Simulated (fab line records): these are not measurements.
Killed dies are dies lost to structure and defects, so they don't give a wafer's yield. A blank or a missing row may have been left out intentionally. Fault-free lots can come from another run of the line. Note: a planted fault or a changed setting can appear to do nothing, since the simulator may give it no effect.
Which tool was responsible? -- flow sky130 -- Sampling: 12 lots, 36 wafers, 6 of 708 route steps

== WHAT THE GAUGES READ, wafer by wafer ==
SKY_POLY_GATE_THK_MEAS_21.
lot,measured,on,POLY_GATE_OXIDATION_THK (nm)
L811,day 16 21:55,filmMetro-04,4.00 4.12 4.07
L812,day 17 11:05,filmMetro-04,4.14 3.98 4.06
L813,day 17 11:05,filmMetro-02,4.06 4.11 4.17
L814,day 17 13:31,filmMetro-03,4.02 3.95 3.90
L816,day 18 14:08,filmMetro-03,4.02 4.05 3.97
L817,day 19 03:11,filmMetro-03,3.99 4.09 4.00
L820,day 20 03:17,filmMetro-02,3.96 4.01 4.05
L823,day 20 23:16,filmMetro-04,4.09 4.09 4.19
L824,day 21 11:37,filmMetro-02,3.94 3.94 3.96
L832,day 24 02:17,filmMetro-04,4.00 4.04 4.02
L833,day 24 09:26,filmMetro-03,4.04 4.01 4.06
L834,day 24 19:29,filmMetro-02,4.20 4.23 4.22

SKY_LDD_N_TW_MEAS_17.
lot,measured,on,LDD_N_TW
L811,day 18 04:28,filmMetro-01,2570 2556 2557
L812,day 18 18:08,filmMetro-03,2598 2582 2601
L813,day 18 18:19,filmMetro-01,2577 2571 2570
L814,day 18 20:17,filmMetro-03,2594 2594 2598
L816,day 19 22:23,filmMetro-04,2576 2579 2573
L817,day 20 11:23,filmMetro-04,2584 2587 2579
L820,day 21 11:28,filmMetro-03,2579 2567 2582
L823,day 22 07:17,filmMetro-01,2602 2604 2605
L824,day 22 19:13,filmMetro-01,2591 2605 2591
L832,day 25 09:25,filmMetro-03,2572 2573 2579
L833,day 25 16:24,filmMetro-03,2571 2560 2570
L834,day 26 01:47,filmMetro-04,2563 2579 2572

SKY_SPACER_THK_MEAS_01.
lot,measured,on,SPACER_CVD_00_THK (nm)
L811,day 23 08:23,filmMetro-02,43.4 43.4 43.3
L812,day 23 22:55,filmMetro-02,42.5 43.0 42.8
L813,day 24 01:29,filmMetro-01,43.0 43.1 42.6
L814,day 24 01:29,filmMetro-03,43.1 43.3 43.1
L816,day 25 07:29,filmMetro-01,42.8 43.1 42.9
L817,day 25 14:40,filmMetro-03,43.2 42.9 42.8
L820,day 26 12:36,filmMetro-03,43.4 43.6 44.0
L823,day 27 08:49,filmMetro-02,79.8 79.5 79.4
L824,day 27 18:54,filmMetro-01,78.9 79.4 79.3
L832,day 30 22:47,filmMetro-01,42.7 43.0 43.2
L833,day 30 22:48,filmMetro-03,43.5 43.4 43.0
L834,day 30 22:52,filmMetro-02,43.5 43.5 43.6

SKY_POLY_CUT_OVL_MEAS_09.
lot,measured,on,POLY_CUT_OVL (nm)
L811,day 24 14:52,overlay-01,0 1 4
L812,day 25 04:11,overlay-02,-4 6 3
L813,day 25 07:10,overlay-02,-5 8 3
L814,day 25 07:32,overlay-02,-2 -1 1
L816,day 26 12:08,overlay-02,-10 -7 -6
L817,day 26 19:59,overlay-02,-8 -2 -6
L820,day 27 17:19,overlay-01,-4 -3 -5
L832,day 32 02:22,overlay-01,-4 0 -3
L833,day 32 02:39,overlay-01,-2 2 -7
L834,day 32 02:56,overlay-02,6 -3 3

== EACH LOT AND THE TOOL THAT RAN IT (in order: tool; ch and the chambers of the sampled wafers; start) ==
lot,SKY_SPACER_CVD_00,SKY_SPACER_ETCHBACK_02
L811,"lpcvd-02 ch 0, day 23 07:11","rieDiel-02 ch 0,1,3, day 23 08:27"
L812,"lpcvd-02 ch 0, day 23 21:41","rieDiel-03 ch 0,3, day 23 22:58"
L813,"lpcvd-02 ch 0, day 24 00:15","rieDiel-02 ch 1,2, day 24 01:31"
L814,"lpcvd-02 ch 1, day 24 00:15","rieDiel-03 ch 0,1,2, day 24 01:31"
L816,"lpcvd-02 ch 0, day 25 06:16","rieDiel-03 ch 1,2,3, day 25 07:32"
L817,"lpcvd-02 ch 1, day 25 13:27","rieDiel-04 ch 0,1,3, day 25 14:43"
L820,"lpcvd-02 ch 1, day 26 11:24","rieDiel-03 ch 1,3, day 26 12:40"
L823,"lpcvd-02 ch 1, day 27 07:37","rieDiel-02 ch 0,1,3, day 27 08:52"
L824,"lpcvd-02 ch 0, day 27 17:42","rieDiel-03 ch 0,1,2, day 27 18:58"
L832,"lpcvd-02 ch 1, day 30 21:35","rieDiel-04 ch 1,2, day 30 22:51"
L833,"lpcvd-02 ch 1, day 30 21:35","rieDiel-02 ch 0,1,2, day 30 22:51"
L834,"lpcvd-02 ch 0, day 30 21:35","rieDiel-03 ch 0,2, day 30 22:55"
- SKY_SPACER_CVD_00: deposits Si3N4 from DCS/NH3, target thk 43.1 nm, time 740 s.
- SKY_SPACER_ETCHBACK_02: etches Si3N4 in CH3F/O2, stops on SiO2, time 46.7 s, target depth 45 nm.

== WHAT THE TOOLS THEMSELVES READ (means of the sampled wafers that have a number; where no wafer has one, the mark that the record gives instead) ==
SKY_SPACER_CVD_00.
lot,tool,spikeTcLowerC (C),zonePowerBottomPct (%)
L811,lpcvd-02,767.8,18.4
L812,lpcvd-02,769.7,18.5
L813,lpcvd-02,768.6,18.6
L814,lpcvd-02,770.9,18.7
L816,lpcvd-02,769.0,18.4
L817,lpcvd-02,770.6,19.1
L820,lpcvd-02,771.2,19.0
L823,lpcvd-02,771.7,19.1
L824,lpcvd-02,768.4,18.5
L832,lpcvd-02,770.7,18.8
L833,lpcvd-02,770.5,18.8
L834,lpcvd-02,769.3,18.2

SKY_SPACER_ETCHBACK_02.
lot,tool,drypumpMotorCurrentA (A),oesProductAu (a.u.),throttleValvePct (%)
L811,rieDiel-02,5.3,0.857,10.566
L812,rieDiel-03,6.0,0.851,10.559
L813,rieDiel-02,5.9,0.857,10.565
L814,rieDiel-03,5.7,0.858,10.560
L816,rieDiel-03,6.1,0.854,10.567
L817,rieDiel-04,5.5,0.854,10.566
L820,rieDiel-03,6.3,0.857,10.569
L823,rieDiel-02,5.3,0.979,10.577
L824,rieDiel-03,5.7,1.002,10.584
L832,rieDiel-04,5.2,0.848,10.564
L833,rieDiel-02,5.5,0.858,10.560
L834,rieDiel-03,5.5,0.859,10.563

== THE ANSWER, worked out from the rows above alone ==
Rule: the usual values come from the lots themselves. The widest of any qualifying gaps counts: lots, ordered by their means at a reading, are off when they make up no more than a third of the lots, leave a main group of 4 or more, and stand apart from it by 3 or more times the standard deviation of that group's means. Not used: any main group whose means are identical at the precision the tables above print for the reading. A lot without any number at a reading at which 4 lots or more have one is off too. The other lots that the step has rows for count as sound. After the gauges, taken in route order, come the tools' own readings; for these a lot's mean is taken, as printed above. At the first step where some lot is off, the reading lying furthest off is the one used; lots without a number count as furthest.
Off: L823, L824, at SKY_SPACER_THK_MEAS_01 (SPACER_CVD_00_THK). The main group: mean 43.2 nm, standard deviation 0.28.
A tool fits if, at a process step before that reading, it ran every lot that is off, and no sound lot after the first of them. The gauges at SKY_SPACER_THK_MEAS_01 aren't tried: what is off there is off at SKY_SPACER_ETCHBACK_02 too, on other tools, and a gauge's error can't cause that. None of those tried fits.

== WHAT HAD BEEN PUT IN BY THE SIMULATOR ==
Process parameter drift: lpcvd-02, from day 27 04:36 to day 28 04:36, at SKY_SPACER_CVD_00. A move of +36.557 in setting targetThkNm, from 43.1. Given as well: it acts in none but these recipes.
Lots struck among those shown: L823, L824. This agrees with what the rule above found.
